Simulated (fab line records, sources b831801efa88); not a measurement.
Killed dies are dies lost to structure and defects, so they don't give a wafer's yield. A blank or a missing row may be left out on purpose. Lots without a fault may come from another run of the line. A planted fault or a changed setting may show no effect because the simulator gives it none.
One fault seen from 2 desks | flow gf180mcu | each desk has only its own numbers; what lay behind them comes last

THE METROLOGY DESK
What the gauges read, lot by lot, whatever tool the lot ran on: means of the sampled wafers that have a number. A lot is out of limits, marked OUT, if its mean lies more than 4 standard deviations from the usual mean; the brackets give that distance.
Columns: A = V5_W_THK at GF_V5_THK_MEAS_25, usual 344 nm; B = PASSIVATION_CVD_00_THK at GF_PASSIVATION_THK_MEAS_01, usual 1031 nm
lot  | first seen here | A   | B
L399 | day 27 06:11    | 338 | 1025
L401 | day 27 19:40    | 345 | 1050
L402 | day 28 04:26    | 346 | 1039
L403 | day 28 09:30    | 340 | 1029
L404 | day 28 21:20    | 337 | 1035
L406 | day 29 09:54    | 348 | 1031
L407 | day 29 19:13    | 350 | 1016
L409 | day 30 07:55    | 342 | 1027
L410 | day 30 18:16    | 346 | 1027
L411 | day 30 22:43    | 346 | 1007
L414 | day 31 12:41    | 346 | 1023
L416 | day 32 02:36    | 344 | 1017
This desk's finding: nothing out of limits on any of the 12 lots.

THE TOOL OWNER'S DESK: pecvd-02
The tool's own readings at GF_V1_CVD_02 (deposits SiO2 from TEOS, target thk 850 nm, time 93.3 s): means of the sampled wafers that have a number, for each lot that ran on this tool. A lot is out of limits, marked OUT, if its mean lies more than 4 standard deviations from the usual mean; the brackets give that distance.
Columns: A = heater_power_w at GF_V1_CVD_02, usual 670 W; B = rf_fwd_power_W at GF_V1_CVD_02, usual 596.6 W
lot  | first seen here | A   | B
L403 | day 18 11:50    | 607 | 597.2
L409 | day 20 23:38    | 598 | 598.0
L411 | day 21 19:25    | 675 | 597.1
L414 | day 22 12:40    | 643 | 597.6
L416 | day 23 07:44    | 734 | 596.8
This desk's finding: nothing out of limits on any of the 5 lots.

PUT TOGETHER
The metrology desk saw nothing out of limits.
The tool owner's desk saw nothing out of limits.

WHAT THE SIMULATOR HAD PUT IN
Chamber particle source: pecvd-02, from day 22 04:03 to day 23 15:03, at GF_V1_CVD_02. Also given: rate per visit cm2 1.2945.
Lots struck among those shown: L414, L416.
